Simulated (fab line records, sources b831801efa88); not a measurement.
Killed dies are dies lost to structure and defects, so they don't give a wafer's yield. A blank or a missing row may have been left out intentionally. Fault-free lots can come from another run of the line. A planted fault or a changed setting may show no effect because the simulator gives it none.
Chamber matching :: flow sky130 :: SKY_VIA2_ETCH_14 on rie diel-04 has 4 sister chambers
The step etches BARC in N2/H2, stops on SiO2, time 45.9 s, target depth 60 nm. 18 wafers are shown with their chamber, then 9 later ones without.

== WAFERS WITH THEIR CHAMBER ==
wafer: L076.1
chamber: 3
drypump motor current A (A): 5.8
throttle valve pct (%): 13.229
oes product au (a.u.): 0.860

wafer: L076.5
chamber: 0
drypump motor current A (A): 5.6
throttle valve pct (%): 13.216
oes product au (a.u.): 0.845

wafer: L076.6
chamber: 3
drypump motor current A (A): 5.8
throttle valve pct (%): 13.227
oes product au (a.u.): 0.856

wafer: L077.2
chamber: 1
drypump motor current A (A): 6.2
throttle valve pct (%): 13.205
oes product au (a.u.): 0.856

wafer: L077.3
chamber: 2
drypump motor current A (A): 6.1
throttle valve pct (%): 13.228
oes product au (a.u.): 0.870

wafer: L077.5
chamber: 0
drypump motor current A (A): 5.6
throttle valve pct (%): 13.218
oes product au (a.u.): 0.859

wafer: L080.1
chamber: 1
drypump motor current A (A): 6.2
throttle valve pct (%): 13.225
oes product au (a.u.): 0.858

wafer: L080.4
chamber: 2
drypump motor current A (A): 6.1
throttle valve pct (%): 13.228
oes product au (a.u.): 0.853

wafer: L080.5
chamber: 1
drypump motor current A (A): 6.2
throttle valve pct (%): 13.225
oes product au (a.u.): 0.861

wafer: L083.1
chamber: 3
drypump motor current A (A): 5.9
throttle valve pct (%): 13.233
oes product au (a.u.): 0.866

wafer: L083.2
chamber: 1
drypump motor current A (A): 6.2
throttle valve pct (%): 13.209
oes product au (a.u.): 0.848

wafer: L083.3
chamber: 0
drypump motor current A (A): 5.6
throttle valve pct (%): 13.229
oes product au (a.u.): 0.858

wafer: L084.1
chamber: 1
drypump motor current A (A): 6.2
throttle valve pct (%): 13.206
oes product au (a.u.): 0.849

wafer: L084.4
chamber: 3
drypump motor current A (A): 5.8
throttle valve pct (%): 13.240
oes product au (a.u.): 0.865

wafer: L084.6
chamber: 0
drypump motor current A (A): 5.6
throttle valve pct (%): 13.241
oes product au (a.u.): 0.858

wafer: L086.4
chamber: 3
drypump motor current A (A): 5.8
throttle valve pct (%): 13.227
oes product au (a.u.): 0.864

wafer: L086.5
chamber: 2
drypump motor current A (A): 6.1
throttle valve pct (%): 13.229
oes product au (a.u.): 0.854

wafer: L086.6
chamber: 3
drypump motor current A (A): 5.9
throttle valve pct (%): 13.217
oes product au (a.u.): 0.849

SIGNATURES (averages over the wafers above)
reading: drypump motor current A
chamber 0: 5.600
chamber 1: 6.200
chamber 2: 6.100
chamber 3: 5.833
scatter within a chamber: 0.0309

reading: throttle valve pct
chamber 0: 13.22600
chamber 1: 13.21400
chamber 2: 13.22833
chamber 3: 13.22883
scatter within a chamber: 0.00886

reading: oes product au
chamber 0: 0.85500
chamber 1: 0.85440
chamber 2: 0.85900
chamber 3: 0.86000
scatter within a chamber: 0.00686
Rule: a wafer's distance from a chamber is the root of the sum, over the readings, of the square of ((its reading less the chamber's mean) divided by the reading's scatter). The wafer belongs to the nearest chamber; if the next one is less than 2 further off, it can't be placed. The scatter: the root of (the sum of the squares of (reading less its chamber's mean) over the shown wafers, divided by (wafers less chambers)).

== WAFERS WITH NO CHAMBER GIVEN ==
wafer: L089.2
drypump motor current A (A): 6.1
throttle valve pct (%): 13.211
oes product au (a.u.): 0.852

wafer: L089.3
drypump motor current A (A): 5.8
throttle valve pct (%): 13.221
oes product au (a.u.): 0.864

wafer: L089.5
drypump motor current A (A): 5.6
throttle valve pct (%): 13.230
oes product au (a.u.): 0.860

wafer: L092.3
drypump motor current A (A): 6.2
throttle valve pct (%): 13.221
oes product au (a.u.): 0.856

wafer: L092.5
drypump motor current A (A): 6.2
throttle valve pct (%): 13.236
oes product au (a.u.): 0.856

wafer: L092.6
drypump motor current A (A): 6.1
throttle valve pct (%): 13.236
oes product au (a.u.): 0.857

wafer: L093.2
drypump motor current A (A): 6.2
throttle valve pct (%): 13.220
oes product au (a.u.): 0.852

wafer: L093.3
drypump motor current A (A): 5.9
throttle valve pct (%): 13.237
oes product au (a.u.): 0.857

wafer: L093.5
drypump motor current A (A): 6.2
throttle valve pct (%): 13.235
oes product au (a.u.): 0.854

== EACH ONE'S CHAMBER ==
wafer: L089.2
from the rows above: can't be placed: 2 or 1
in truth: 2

wafer: L089.3
from the rows above: 3
in truth: 3

wafer: L089.5
from the rows above: 0
in truth: 0

wafer: L092.3
from the rows above: 1
in truth: 1

wafer: L092.5
from the rows above: can't be placed: 1 or 2
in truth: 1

wafer: L092.6
from the rows above: 2
in truth: 2

wafer: L093.2
from the rows above: 1
in truth: 1

wafer: L093.3
from the rows above: 3
in truth: 3

wafer: L093.5
from the rows above: can't be placed: 1 or 2
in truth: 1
6 of 9 placed correctly. Cannot be placed on the basis of these rows: 3; the candidates contain the true chamber in 3. 0 placed wrongly.
